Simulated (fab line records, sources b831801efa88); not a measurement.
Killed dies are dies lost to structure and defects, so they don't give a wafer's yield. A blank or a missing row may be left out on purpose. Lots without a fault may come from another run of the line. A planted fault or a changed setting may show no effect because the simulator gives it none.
Which tool did it? | flow gf180mcu | 12 lots, 36 wafers sampled, at 2 steps of a route of 602

WHAT THE GAUGES READ, wafer by wafer
GF_V5_OVL_MEAS_15. Usual: V5_OVL -5 nm, standard deviation 4.6.
lot  | measured     | on         | V5_OVL (nm) | flag
L248 | day 27 05:45 | overlay-02 | 5 -7 -4     |
L249 | day 27 15:48 | overlay-02 | -8 -3 -3    |
L250 | day 27 19:43 | overlay-02 | -8 -15 -11  |
L251 | day 28 07:12 | overlay-02 | -3 -6 -1    |
L252 | day 28 12:09 | overlay-01 | -11 -3 -13  |
L262 | day 31 10:09 | overlay-02 | -7 -3 -2    |
L263 | day 31 13:51 | overlay-01 | -4 2 -3     |
L266 | day 32 18:31 | overlay-01 | -12 -6 -4   |
L268 | day 33 02:10 | overlay-02 | -10 -10 -4  |
L269 | day 33 05:48 | overlay-01 | 2 7 6       |
L271 | day 33 14:10 | overlay-01 | -2 -2 -8    |
L270 | day 33 16:24 | overlay-01 | -8 -12 -4   |

WHICH TOOL RAN EACH LOT (tool, then ch and the chambers of the sampled wafers, then the start)
lot  | GF_V3_ETCH_16
L248 | rie_diel-03 ch 1,2,3, day 22 10:50
L249 | rie_diel-02 ch 1,2,3, day 22 23:10
L250 | rie_diel-03 ch 0,1,2, day 23 03:11
L251 | rie_diel-03 ch 0,2,3, day 23 15:50
L252 | rie_diel-03 ch 0,2,3, day 23 21:41
L262 | rie_diel-03 ch 1,2,3, day 27 05:25
L263 | rie_diel-04 ch 2,3, day 27 11:20
L266 | rie_diel-04 ch 0,2,3, day 28 19:43
L268 | rie_diel-02 ch 0,1,2, day 29 03:38
L269 | rie_diel-03 ch 0,2,3, day 29 09:07
L271 | rie_diel-03 ch 2,3, day 29 18:38
L270 | rie_diel-02 ch 0,1,2, day 29 20:35
- GF_V3_ETCH_16: etches BARC in N2/H2.

WHAT THE TOOLS THEMSELVES READ (means of the sampled wafers that have a number; where no wafer has one, the mark that the record gives instead)
GF_V3_ETCH_16. Usual: drypump_motor_current_A 5.5 A, standard deviation 0.48; oes_product_au 0.855 a.u., standard deviation 0.0044; rf_fwd_power_W 494.6 W, standard deviation 2.6; throttle_valve_pct 13.224 %, standard deviation 0.0094.
lot  | tool        | drypump_motor_current_A (A) | oes_product_au (a.u.) | rf_fwd_power_W (W) | throttle_valve_pct (%) | flag
L248 | rie_diel-03 | 5.2                         | 0.854                 | 495.6              | 13.218                 |
L249 | rie_diel-02 | 5.8                         | 0.858                 | 495.4              | 13.214                 |
L250 | rie_diel-03 | 5.3                         | 0.854                 | 495.2              | 13.225                 |
L251 | rie_diel-03 | 5.5                         | 0.858                 | 494.9              | 13.231                 |
L252 | rie_diel-03 | 5.4                         | 0.859                 | 494.7              | 13.222                 |
L262 | rie_diel-03 | 5.2                         | 0.853                 | 495.1              | 13.226                 |
L263 | rie_diel-04 | 5.4                         | 0.860                 | 497.4              | 13.226                 |
L266 | rie_diel-04 | 5.7                         | 0.857                 | 494.5              | 13.220                 |
L268 | rie_diel-02 | 6.0                         | 0.857                 | 492.4              | 13.218                 |
L269 | rie_diel-03 | 5.4                         | 0.856                 | 494.4              | 13.216                 |
L271 | rie_diel-03 | 5.5                         | 0.856                 | 496.8              | 13.232                 |
L270 | rie_diel-02 | 6.0                         | 0.850                 | 493.6              | 13.221                 |

THE ANSWER, worked out from the rows above alone
Rule: a lot is off if the mean of its wafers that have a number lies more than 3 standard deviations from the usual mean. A lot without any number at a reading at which 4 lots or more have one is off too. The other lots that the step has rows for count as sound. The gauges are gone through in route order, then the tools' own readings, and for those a lot's mean is taken as printed above. The first step at which some lot is off is used, and at that step the reading that is off furthest; a lot without a number counts as furthest.
No lot is off at any reading shown: from this, nothing can be told.

WHAT THE SIMULATOR HAD PUT IN
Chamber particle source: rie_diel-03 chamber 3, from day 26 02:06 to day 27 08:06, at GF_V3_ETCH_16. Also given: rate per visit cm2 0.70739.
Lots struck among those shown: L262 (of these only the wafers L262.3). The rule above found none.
